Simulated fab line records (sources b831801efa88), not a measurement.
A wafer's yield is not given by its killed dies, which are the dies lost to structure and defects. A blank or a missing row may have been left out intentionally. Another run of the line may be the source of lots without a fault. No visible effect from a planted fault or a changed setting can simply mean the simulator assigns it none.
The tool behind it: which one? / flow sky130 / 11 lots with 32 wafers sampled at 4 steps, on a route of 708 steps

WHAT THE GAUGES SHOWED, per wafer
SKY_METAL2_RS_MEAS_05: uses a four-point probe to measure.
lot=L276; measured=day 34 12:22; on=film-metro-03; METAL2_ALCU_RS (ohm/sq)=0.1282 0.1295 0.1299
lot=L277; measured=day 34 21:23; on=film-metro-03; METAL2_ALCU_RS (ohm/sq)=0.1271 0.1255 0.1266
lot=L280; measured=day 36 04:46; on=film-metro-03; METAL2_ALCU_RS (ohm/sq)=0.1275 0.1250 0.1253
lot=L281; measured=day 36 05:40; on=film-metro-04; METAL2_ALCU_RS (ohm/sq)=0.1265 0.1262 0.1258
lot=L282; measured=day 36 07:31; on=film-metro-03; METAL2_ALCU_RS (ohm/sq)=0.1259 0.1277 0.1265
lot=L283; measured=day 37 14:36; on=film-metro-02; METAL2_ALCU_RS (ohm/sq)=0.1282 0.1289 0.1281
lot=L284; measured=day 37 16:43; on=film-metro-03; METAL2_ALCU_RS (ohm/sq)=0.1263 0.1283 0.1275
lot=L286; measured=day 37 21:53; on=film-metro-03; METAL2_ALCU_RS (ohm/sq)=0.1253 0.1281 0.1270
lot=L287; measured=day 38 05:09; on=film-metro-04; METAL2_ALCU_RS (ohm/sq)=0.1255 0.1261
lot=L288; measured=day 38 23:17; on=film-metro-02; METAL2_ALCU_RS (ohm/sq)=0.1274 0.1282 0.1269
lot=L297; measured=day 41 03:00; on=film-metro-02; METAL2_ALCU_RS (ohm/sq)=0.1265 0.1274 0.1283

SKY_VIA2_BOW_MEAS_03.
lot=L276; measured=day 35 16:44; on=film-metro-01; VIA2_BOW (um)=82 91 90
lot=L277; measured=day 36 01:39; on=film-metro-01; VIA2_BOW (um)=94 88 88
lot=L280; measured=day 37 08:45; on=film-metro-04; VIA2_BOW (um)=93 82 100
lot=L281; measured=day 37 09:35; on=film-metro-01; VIA2_BOW (um)=86 94 85
lot=L282; measured=day 37 11:28; on=film-metro-01; VIA2_BOW (um)=62 82 83
lot=L283; measured=day 38 17:19; on=film-metro-02; VIA2_BOW (um)=85 100 79
lot=L284; measured=day 38 19:09; on=film-metro-04; VIA2_BOW (um)=106 87 97
lot=L286; measured=day 39 01:11; on=film-metro-02; VIA2_BOW (um)=96 104 84
lot=L287; measured=day 39 07:44; on=film-metro-02; VIA2_BOW (um)=83 86
lot=L288; measured=day 40 02:16; on=film-metro-02; VIA2_BOW (um)=79 85 81
lot=L297; measured=day 42 04:22; on=film-metro-02; VIA2_BOW (um)=81 82 87

SKY_CAPM_OVL_MEAS_12.
lot=L276; measured=day 38 00:29; on=overlay-01; CAPM_OVL (nm)=-1.1 -1.6 -1.8
lot=L277; measured=day 38 06:52; on=overlay-02; CAPM_OVL (nm)=-1.2 -0.4 -0.2
lot=L280; measured=day 39 12:59; on=overlay-01; CAPM_OVL (nm)=5.1 5.0 3.5
lot=L281; measured=day 39 14:44; on=overlay-01; CAPM_OVL (nm)=0.4 0.3 1.1
lot=L282; measured=day 39 15:20; on=overlay-02; CAPM_OVL (nm)=-0.3 -2.1 0.5
lot=L283; measured=day 40 21:23; on=overlay-02; CAPM_OVL (nm)=1.4 2.1 0.7
lot=L284; measured=day 40 22:17; on=overlay-01; CAPM_OVL (nm)=-2.2 -1.0 -1.6
lot=L286; measured=day 41 04:29; on=overlay-01; CAPM_OVL (nm)=0.9 -0.1 -1.6
lot=L287; measured=day 41 11:26; on=overlay-02; CAPM_OVL (nm)=0.1 0.8
lot=L288; measured=day 42 04:22; on=overlay-02; CAPM_OVL (nm)=-3.4 -2.4 -4.2
lot=L297; measured=day 44 03:56; on=overlay-01; CAPM_OVL (nm)=3.1 2.6 2.1

WHICH TOOL RAN EACH LOT (tool, then ch and the chambers of the sampled wafers, then the start)
lot=L276; SKY_METAL3_SPUTTER_02=pvd-sputter-03, day 36 21:44
lot=L277; SKY_METAL3_SPUTTER_02=pvd-sputter-03, day 37 05:14
lot=L280; SKY_METAL3_SPUTTER_02=pvd-sputter-03, day 38 11:43
lot=L281; SKY_METAL3_SPUTTER_02=pvd-sputter-03, day 38 13:16
lot=L282; SKY_METAL3_SPUTTER_02=pvd-sputter-01, day 38 14:43
lot=L283; SKY_METAL3_SPUTTER_02=pvd-sputter-01, day 39 20:25
lot=L284; SKY_METAL3_SPUTTER_02=pvd-sputter-01, day 39 21:35
lot=L286; SKY_METAL3_SPUTTER_02=pvd-sputter-01, day 40 04:22
lot=L287; SKY_METAL3_SPUTTER_02=pvd-sputter-01, day 40 10:36
lot=L288; SKY_METAL3_SPUTTER_02=pvd-sputter-01, day 41 04:36
lot=L297; SKY_METAL3_SPUTTER_02=pvd-sputter-03, day 43 05:40
- SKY_METAL3_SPUTTER_02: material AlCu, target thk 735 nm, time 39.1 s.

AS READ BY THE TOOLS THEMSELVES (means over the sampled wafers that have a number; for cases with no such wafer, the mark the record gives instead)
SKY_METAL3_SPUTTER_02.
lot=L276; tool=pvd-sputter-03; cathode-dc-power-W (W)=10599; throttle-valve-pct (%)=30.6
lot=L277; tool=pvd-sputter-03; cathode-dc-power-W (W)=10601; throttle-valve-pct (%)=30.1
lot=L280; tool=pvd-sputter-03; cathode-dc-power-W (W)=10601; throttle-valve-pct (%)=30.1
lot=L281; tool=pvd-sputter-03; cathode-dc-power-W (W)=10601; throttle-valve-pct (%)=29.5
lot=L282; tool=pvd-sputter-01; cathode-dc-power-W (W)=10599; throttle-valve-pct (%)=30.0
lot=L283; tool=pvd-sputter-01; cathode-dc-power-W (W)=10600; throttle-valve-pct (%)=30.1
lot=L284; tool=pvd-sputter-01; cathode-dc-power-W (W)=10601; throttle-valve-pct (%)=30.0
lot=L286; tool=pvd-sputter-01; cathode-dc-power-W (W)=10598; throttle-valve-pct (%)=29.7
lot=L287; tool=pvd-sputter-01; cathode-dc-power-W (W)=11410; throttle-valve-pct (%)=30.1
lot=L288; tool=pvd-sputter-01; cathode-dc-power-W (W)=11411; throttle-valve-pct (%)=29.5
lot=L297; tool=pvd-sputter-03; cathode-dc-power-W (W)=10600; throttle-valve-pct (%)=30.5

THE ANSWER, worked out from the rows above alone
Rule: the lots themselves supply what counts as usual. The widest of any qualifying gaps counts: lots, ordered by their means at a reading, are off when they make up no more than a third of the lots, leave a main group of 4 or more, and stand apart from it by 3 or more times the standard deviation of that group's means. Not used: any main group whose means are identical at the precision the tables above print for the reading. A lot without any number at a reading at which 4 lots or more have one is off too. Where the step has rows for the other lots, those lots are counted as sound. After the gauges, taken in route order, come the tools' own readings; for these a lot's mean is taken, as printed above. The first step at which some lot is off is used, and at that step the reading that is off furthest; a lot without a number counts as furthest.
Off: L287, L288, at SKY_METAL3_SPUTTER_02 (cathode-dc-power-W). Main group: mean 10600 W, sd 1.1.
A tool fits if, at that step or a process step before it, it ran every lot that is off, and no sound lot after the first of them. One candidate fits, namely pvd-sputter-01 at SKY_METAL3_SPUTTER_02. Its last sound lot is L286 (day 40 04:22), its first lot that is off L287 (day 40 10:36): a fault that began between those two fits.
The tool's own readings at SKY_METAL3_SPUTTER_02 bear it out: on the lots that are off they differ by more than 5 times the standard deviation of the sound lots' means. cathode-dc-power-W reads 11410 W there against 10600 W on the sound lots.

WHAT HAD BEEN PUT IN BY THE SIMULATOR
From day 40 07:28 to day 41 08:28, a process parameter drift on pvd-sputter-01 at SKY_METAL3_SPUTTER_02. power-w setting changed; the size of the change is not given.
Struck lots among those shown: L287, L288. The rule above found the same.
